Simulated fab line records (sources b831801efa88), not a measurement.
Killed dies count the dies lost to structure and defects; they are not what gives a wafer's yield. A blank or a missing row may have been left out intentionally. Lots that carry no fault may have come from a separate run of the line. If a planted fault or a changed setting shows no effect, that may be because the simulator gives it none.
Struck lot and sound lot, side by side	flow sky130	17 out of 708 route steps
Sound: wafers L685.1, L685.2, L685.6. Struck: wafers L677.1, L677.3, L677.6. The cause is given at the end.
At each step with rows: each side's tool, then ch and its chambers, then its first start. Under that, the readings that differ: sound wafers	struck wafers	difference of the means	sigmas: that difference in standard deviations of wafers without a fault.
alike: same words and numbers on both sides, and readings whose means sit less than 2 such deviations apart. not compared: any withheld reading, any reading some wafer has no value for, any bound like >300 that may hide the same value, and any number with overlapping values for which the record gives no deviation.
A row with sigmas, a row that says differs or no value, or rows on one side alone: a step with any of these is where the two part. Numbers that don't overlap but have no deviation are shown without sigmas and don't part them. A reading missing from all wafers of one side parts the sides only when that side holds two or more wafers.

first, 5 steps without rows for these wafers: SKY_SD_N_COAT_02 (resist thk 1140 nm); SKY_SD_N_SOFTBAKE_03 (time 60 s); SKY_SD_N_EXPOSE_04 (exposes mask NSDM, target cd 380 nm); SKY_SD_N_PEB_05; SKY_SD_N_DEVELOP_06 (develop time 60 s).
SKY_SD_N_CD_MEAS_07 targets a cd of 380 nm.
  sound: cd-sem-01 at day 33 23:14; struck: cd-sem-01 at day 31 05:49
  alike: cd-nm
SKY_SD_N_OVL_MEAS_08:
  sound: overlay-02 at day 33 23:22; struck: overlay-02 at day 31 05:56
  alike: SD_N_OVL
then, 2 steps without rows for these wafers: SKY_SD_N_IMPLANT_09; SKY_SD_N_IMPLANT_10.
SKY_SD_N_STRIP_11: strips in O2/N2.
  sound on plasma-asher-03 ch 0,1, day 33 23:41; struck on plasma-asher-01 ch 0,1, day 31 06:16
  alike: drypump-motor-current-A, oes-product-au, strip-time-to-endpoint-s
  not compared: rf-hours-counter-h
SKY_SD_N_TW_MEAS_12:
  sound: film-metro-04 at day 33 23:47; struck: film-metro-01 at day 31 06:22
reading	sound	struck	difference	sigmas
SD_N_TW	3961 3957 3963	4048 4050 4037	+85	+2
then, 1 step without rows for these wafers: SKY_SD_N_CLEAN_13 (cleans in SC1/SC2, time 150 s).
SKY_SD_N_RTA_14: time 2 s.
  sound on rtp-anneal-01 ch 0, day 33 23:55; struck on rtp-anneal-01 ch 0, day 31 06:29
reading	sound	struck	difference	sigmas
lamp-power-pct (%)	15.70 15.82 15.77	15.91 15.91 15.88	+0.14	+3
wafer_temp_C_max	1078.8 1076.9 1077.1	1092.0 1091.8 1090.4	+13.8	+9
SKY_SD_N_RS_MEAS_16: a four-point-probe measurement.
  sound: film-metro-01 at day 34 00:05; struck: film-metro-01 at day 31 06:39
reading	sound	struck	difference	sigmas
SD_N_RS (ohm/sq)	68.61 68.50 68.56	66.56 66.43 66.43	-2.08	-21
SKY_SD_N_RS_MEAS_17: a four-point-probe measurement.
  sound: film-metro-01 at day 34 00:12; struck: film-metro-01 at day 31 06:46
reading	sound	struck	difference	sigmas
SD_P_RS (ohm/sq)	147.0 147.0 147.4	137.1 136.7 137.1	-10.2	-33
SKY_SD_N_RS_MEAS_18: a four-point-probe measurement.
  sound: film-metro-01 at day 34 00:19; struck: film-metro-01 at day 31 06:53
  alike: RES_XHIGH_RS
-- the record jumps here: 17 days lie between the struck wafers' starts before and after (it left off in module SD_N and takes up again in module PAD_OPEN, whose first step shown is number 708 of the route) --
SKY_PAD_OPEN_PROBE_99:
  sound: prober-01 at day 50 02:40; struck: prober-01 at day 48 08:47
reading	sound	struck	difference	sigmas
model.etest.res-xhigh-po.line-ohm-um	5898 5990 5936	5241 4947 4993	-881	
model.etest.res-xhigh-po.rs-ohm-sq	2043 2060 2044	1844 1784 1772	-249	
model.etest.pfet_01v8.r-on-ohm-um	2902 2952 2928	2786 2852 2764	-127	
model.etest.res-pdiff.line-ohm-um	1362 1391 1398	1276 1294 1260	-107	
model.etest.res-high-po.line-ohm-um	760.5 773.2 765.5	697.7 670.1 660.4	-90.3	
model.etest.licon-high-po.rc-ohm	352.5 364.4 365.2	323.1 314.2 303.2	-47.2	
model.etest.res-ndiff.line-ohm-um	762.9 767.1 754.8	740.6 737.2 731.7	-25.1	
model.etest.res-high-po.rs-ohm-sq	265.8 266.1 265.6	244.3 235.9 235	-27.4	
  alike: killed_at_M0_to_M3, killed_at_M4_up, killed-at-contacts, killed-at-front-end, killed-at-other, killed-dies, killed-open, killed-short

WHERE THEY PART
Earliest at SKY_SD_N_TW_MEAS_12; latest, in this record, at SKY_SD_N_RS_MEAS_17. Later steps at which nothing parts them and some readings are alike: SKY_SD_N_RS_MEAS_18, SKY_PAD_OPEN_PROBE_99.

WHY: what had been put in by the simulator
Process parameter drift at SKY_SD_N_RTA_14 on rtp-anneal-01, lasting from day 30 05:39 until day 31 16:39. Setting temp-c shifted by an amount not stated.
